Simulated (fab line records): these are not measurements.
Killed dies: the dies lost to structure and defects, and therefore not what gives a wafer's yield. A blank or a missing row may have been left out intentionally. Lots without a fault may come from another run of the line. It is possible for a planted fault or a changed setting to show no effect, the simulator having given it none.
Which of the tools did it?    flow sky130    Sampling: 12 lots, 36 wafers, 2 of 708 route steps

## WHAT EACH GAUGE READ, for each wafer
SKY_VIA2_CD_MEAS_12 targets a cd of 200 nm.
lot   measured      on        cdNm (nm)
L486  day 36 09:57  cdSem-02  199.8 200.0 198.3
L487  day 36 13:44  cdSem-02  203.3 201.7 202.8
L491  day 38 13:16  cdSem-01  201.6 201.9 201.5
L493  day 38 17:28  cdSem-02  198.3 199.1 200.2
L494  day 39 02:32  cdSem-01  199.5 199.2 199.9
L496  day 39 09:16  cdSem-01  203.2 202.5 201.6
L499  day 40 08:59  cdSem-02  198.9 197.2 197.8
L501  day 41 13:04  cdSem-02  195.7 196.2 195.9
L500  day 41 22:59  cdSem-01  197.9 197.3 198.3
L504  day 42 00:10  cdSem-02  200.3 200.8 199.5
L506  day 43 01:29  cdSem-02  202.0 201.3 201.6
L507  day 43 07:35  cdSem-01  201.5 201.5 199.9

SKY_VIA2_OVL_MEAS_13.
lot   measured      on          VIA2_OVL (nm)
L486  day 36 10:03  overlay-01  -7 -5 -9
L487  day 36 13:52  overlay-01  -4 -3 -8
L491  day 38 13:23  overlay-01  -4 7 -2
L493  day 38 17:35  overlay-02  -2 -1 -1
L494  day 39 02:37  overlay-02  -5 -7 -2
L496  day 39 09:23  overlay-02  -7 -7 -8
L499  day 40 09:07  overlay-02  4 0 4
L501  day 41 13:11  overlay-01  0 7 7
L500  day 41 23:05  overlay-01  -5 -4 -1
L504  day 42 00:16  overlay-01  1 1 2
L506  day 43 01:37  overlay-01  -2 4 2
L507  day 43 07:43  overlay-01  4 5 6

## EACH LOT AND THE TOOL THAT RAN IT (in order: tool; ch and the chambers of the sampled wafers; start)
Before these readings, the record contains no process step.

## AS READ BY THE TOOLS THEMSELVES (means over the sampled wafers that have a number; for cases with no such wafer, the mark the record gives instead)
The record holds no such reading with a usual standard deviation.

## THE ANSWER, worked out from the rows above alone
Rule: the usual values come from the lots themselves. Put in order of their means at a reading, lots are off if they are a third of the lots or fewer, leave a main group of 4 or more, and stand apart from it by a gap of 3 or more times the standard deviation of the main group's means; of several such gaps the widest counts. If all means in a main group match to the digits the tables above print for the reading, that group is not used. A lot without any number at a reading at which 4 lots or more have one is off too. All remaining lots with rows at the step are treated as sound. First the gauges in route order, then the tools' own readings, where a lot's mean is used as printed above. At the first step where some lot is off, the reading lying furthest off is the one used; lots without a number count as furthest.
None of the lots is off at any reading shown; this tells nothing.

## WHAT THE SIMULATOR PUT IN
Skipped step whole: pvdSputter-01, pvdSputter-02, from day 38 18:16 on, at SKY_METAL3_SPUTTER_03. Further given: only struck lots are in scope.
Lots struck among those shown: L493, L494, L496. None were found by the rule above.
